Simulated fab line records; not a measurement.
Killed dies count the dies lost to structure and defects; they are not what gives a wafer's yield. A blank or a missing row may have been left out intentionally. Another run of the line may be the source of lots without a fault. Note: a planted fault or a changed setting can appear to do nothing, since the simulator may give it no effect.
Problem report, 8D (eight disciplines) form, completed by code + flow gf180mcu + the parts of the form that need people (team, actions taken, sign-off) are left out

1. PROBLEM STATEMENT
Mean of rf_fwd_power_W at GF_V5_ETCH_17: 1256 W across 6 wafers in 2 lots; on wafers with no fault it is 1495 W (standard deviation 4.9). That is -49 standard deviations from the usual mean.
The step: etches SiO2 in C4F8/O2/Ar, stops on TiN, target depth 855 nm.
Earliest sighting: wafer L490.3 on rie_diel-04 at day 30 23:00. At this step, 42 wafers from 14 lots have a number in the record. Rule for "out" (also "out of limits"): further than 4 standard deviations from the usual mean. The rest of the wafers with a number are treated as sound.

2. WHAT IT IS, AND WHAT IT ISN'T
| question                    | is                     | is not                                                                                       |
|-----------------------------|------------------------|----------------------------------------------------------------------------------------------|
| which readings at this step | rf_fwd_power_W         | -                                                                                            |
| which lots                  | L490, L492             | L478, L479, L480, L482, L483, L486, L488, L493, L496, L497, L498, L500                       |
| which wafers of those lots  | all that have a number | -                                                                                            |
| read on which tools         | rie_diel-04            | rie_diel-01, rie_diel-03                                                                     |
| when                        | from day 30 23:00      | up to then (21 sound wafers); but 15 sound wafers of L493, L496, L497, L498, L500 came after |

3. SUSPECTS, AND WHAT RULES EACH OUT
Counting: any tool at a process step up to the reading is kept as a suspect provided that every lot that is out went through it and no sound lot did after the first of them.
- cmp-01 at GF_V5_CMP_04 (polishes SiO2): ruled out as a lasting fault. Sound lots L496, L497, L498 ran on it after its first lot that is out, L490 (day 30 05:02).
- rie_diel-04 at GF_V5_ETCH_17 (etches SiO2 in C4F8/O2/Ar, stops on TiN, target depth 855 nm): kept. Every lot that is out went through it, starting with L490 (day 30 23:00), and after that it ran no sound lot; the last sound lot it ran before then is L488 (day 30 18:00). Its own readings are out on those wafers: rf_fwd_power_W.
After counting, what remains is rie_diel-04 at GF_V5_ETCH_17.

4. THE CAUSE (what the simulator had put in)
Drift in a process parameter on rie_diel-04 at GF_V5_ETCH_17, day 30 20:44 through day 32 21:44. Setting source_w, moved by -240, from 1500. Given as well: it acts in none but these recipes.
Counting left only this tool.

5. THE CHAIN OF EFFECTS, in route order
Rows list readings where the struck wafers' mean (over those with a number) sits beyond 3 standard deviations from the usual. Scope: only readings with a usual standard deviation given in the record; hours: median across lots of the time from each lot's start at the first step in this table that gives one to its start at this step; sigmas: change in usual standard deviations.
| hours | step          | reading        | usual  | on struck wafers | change | sigmas |
|-------|---------------|----------------|--------|------------------|--------|--------|
| 0     | GF_V5_ETCH_17 | rf_fwd_power_W | 1495 W | 1256             | -240   | -49    |
Here are the process steps it includes:
- GF_V5_ETCH_17: etches SiO2 in C4F8/O2/Ar, stops on TiN, target depth 855 nm.

6. WHAT WOULD HAVE CAUGHT IT SOONER
The fault began at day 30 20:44; the first out-of-limits reading in this record came at day 30 23:00, 2 hours later.
